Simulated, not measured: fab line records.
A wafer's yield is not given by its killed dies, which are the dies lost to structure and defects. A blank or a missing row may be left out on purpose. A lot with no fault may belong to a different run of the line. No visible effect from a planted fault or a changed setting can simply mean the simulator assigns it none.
Which tool is to blame? -- flow gf180mcu -- 12 lots, 36 wafers sampled, at 5 steps of a route of 602

## WHAT EACH GAUGE READ, for each wafer
GF_V5_RS_MEAS_24: the measuring method here is four-point-probe.
lot,measured,on,V5_W_RS (ohm/sq)
L075,day 27 10:01,film-metro-04,0.3275 0.3216 0.3256
L077,day 28 04:55,film-metro-01,0.3314 0.3251 0.3313
L079,day 29 01:55,film-metro-04,0.3263 0.3281 0.3294
L081,day 29 15:46,film-metro-01,0.3254 0.3282 0.3241
L083,day 30 11:21,film-metro-01,0.3296 0.3282 0.3275
L085,day 30 15:46,film-metro-04,0.3246 0.3227 0.3305
L087,day 31 05:28,film-metro-01,0.3301 0.3287 0.3333
L089,day 31 19:22,film-metro-04,0.3257 0.3257 0.3246
L091,day 32 04:59,film-metro-04,0.3284 0.3275 0.3308
L093,day 32 17:47,film-metro-01,0.3295 0.3275 0.3286
L095,day 33 14:32,film-metro-01,0.3281 0.3277 0.3278
L097,day 33 15:00,film-metro-03,0.3296 0.3307 0.3279

## WHICH TOOL RAN EACH LOT (tool, then ch and the chambers of the sampled wafers, then the start)
lot,GF_M2_SPUTTER_01,GF_V2_ETCH_17,GF_M3_SPUTTER_00,GF_V5_ETCH_17
L075,"pvd-sputter-01, day 18 08:53","rie-diel-02 ch 0,1,2, day 20 13:31 or earlier","pvd-sputter-02, day 20 13:31","rie-diel-03 ch 1,2,3, day 27 10:01 or earlier"
L077,"pvd-sputter-04, day 19 10:04","rie-diel-03 ch 0,1,2, day 21 14:17 or earlier","pvd-sputter-03, day 21 14:17","rie-diel-01 ch 0,1,3, day 28 04:55 or earlier"
L079,"pvd-sputter-01, day 20 11:07","rie-diel-02 ch 0,1,2, day 22 13:05 or earlier","pvd-sputter-03, day 22 13:05","rie-diel-01 ch 1,3, day 29 01:55 or earlier"
L081,"pvd-sputter-03, day 21 04:16","rie-diel-03 ch 1,3, day 23 05:17 or earlier","pvd-sputter-01, day 23 05:17","rie-diel-01 ch 0,1,3, day 29 15:46 or earlier"
L083,"pvd-sputter-04, day 22 03:43","rie-diel-02 ch 0,1,2, day 24 04:05 or earlier","pvd-sputter-03, day 24 04:05","rie-diel-01 ch 2,3, day 30 11:21 or earlier"
L085,"pvd-sputter-03, day 22 11:34","rie-diel-03 ch 1,2,3, day 24 12:14 or earlier","pvd-sputter-03, day 24 12:14","rie-diel-02 ch 1,2, day 30 15:46 or earlier"
L087,"pvd-sputter-04, day 23 02:50","rie-diel-01 ch 0,1,2, day 25 02:56 or earlier","pvd-sputter-03, day 25 02:56","rie-diel-03 ch 0,2,3, day 31 05:28 or earlier"
L089,"pvd-sputter-03, day 23 20:10","rie-diel-03 ch 0,1,3, day 25 20:13 or earlier","pvd-sputter-03, day 25 20:13","rie-diel-03 ch 1,3, day 31 19:22 or earlier"
L091,"pvd-sputter-01, day 24 07:56","rie-diel-03 ch 0,1,3, day 26 05:37 or earlier","pvd-sputter-01, day 26 05:37","rie-diel-03 ch 0,1,3, day 32 04:59 or earlier"
L093,"pvd-sputter-01, day 25 02:26","rie-diel-01 ch 1,2,3, day 26 23:19 or earlier","pvd-sputter-03, day 26 23:19","rie-diel-03 ch 2,3, day 32 17:47 or earlier"
L095,"pvd-sputter-03, day 26 03:31","rie-diel-02 ch 0,2,3, day 27 23:20 or earlier","pvd-sputter-03, day 27 23:20","rie-diel-02 ch 1,2,3, day 33 14:32 or earlier"
L097,"pvd-sputter-01, day 26 07:20","rie-diel-03 ch 0,3, day 28 02:28 or earlier","pvd-sputter-02, day 28 02:28","rie-diel-03 ch 0,1,3, day 33 15:00 or earlier"
- GF_M2_SPUTTER_01: material TiN, target thk 30 nm, time 25 s.
- GF_V2_ETCH_17: etches SiO2 in C4F8/O2/Ar, stops on TiN, target depth 630 nm.
- GF_M3_SPUTTER_00: material Ti, target thk 37.5 nm, time 150 s.
- GF_V5_ETCH_17: etches SiO2 in C4F8/O2/Ar, stops on TiN, target depth 855 nm.

## THE ANSWER, worked out from the rows above alone
Rule: the lots themselves supply what counts as usual. The widest of any qualifying gaps counts: lots, ordered by their means at a reading, are off when they make up no more than a third of the lots, leave a main group of 4 or more, and stand apart from it by 3 or more times the standard deviation of that group's means. A main group is skipped when, at the precision printed for the reading in the tables above, its means are all equal. A lot without any number at a reading at which 4 lots or more have one is off too. Where the step has rows for the other lots, those lots are counted as sound.
No lot is off on any of the readings shown, so nothing can be concluded from this.

## WHAT THE SIMULATOR HAD PUT IN
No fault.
